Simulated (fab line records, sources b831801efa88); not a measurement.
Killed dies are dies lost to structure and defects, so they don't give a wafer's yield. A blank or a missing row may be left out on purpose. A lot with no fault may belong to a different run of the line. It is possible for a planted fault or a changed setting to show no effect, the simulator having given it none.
Chamber matching    flow sky130    pecvd-03 running SKY_PASSIVATION_CVD_00: 3 sister chambers
The step deposits SiO2, target thk 90 nm. 6 wafers are shown with their chamber, then 7 later ones without.

== WAFERS PAIRED WITH THEIR CHAMBERS ==
wafer   chamber  heaterPowerOuterW (W)  heaterPowerW (W)
L153.4  2        418                    729
L155.1  0        282                    515
L155.2  1        485                    729
L155.6  0        285                    529
L158.2  1        466                    730
L158.3  2        318                    560

== WAFERS MISSING THEIR CHAMBER ==
wafer   heaterPowerOuterW (W)  heaterPowerW (W)
L158.5  472                    709
L160.1  388                    657
L160.4  381                    659
L160.5  455                    699
L166.1  352                    593
L166.5  458                    710
L166.6  347                    603

== WHICH CHAMBER EACH WENT THROUGH ==
wafer   from the rows above      in truth
L158.5  1                        1
L160.1  can't be placed: 2 or 1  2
L160.4  2                        2
L160.5  can't be placed: 1 or 2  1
L166.1  can't be placed: 2 or 0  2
L166.5  can't be placed: 1 or 2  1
L166.6  can't be placed: 2 or 0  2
2 of 7 placed correctly. Cannot be placed on the basis of these rows: 5; the candidates contain the true chamber in 5. Placed wrongly: 0.
How it was worked out, from the rows above alone: a wafer's distance from a chamber is the root of the sum, over the readings, of the square of ((its reading less the chamber's mean) divided by the reading's scatter). The wafer belongs to the nearest chamber; if the next one is less than 2 further off, it can't be placed. For every chamber, the mean is computed from those of its wafers that are shown. The scatter is the square root of a quotient: the sum, over the shown wafers, of each reading's squared deviation from its chamber's mean, divided by wafers minus chambers.
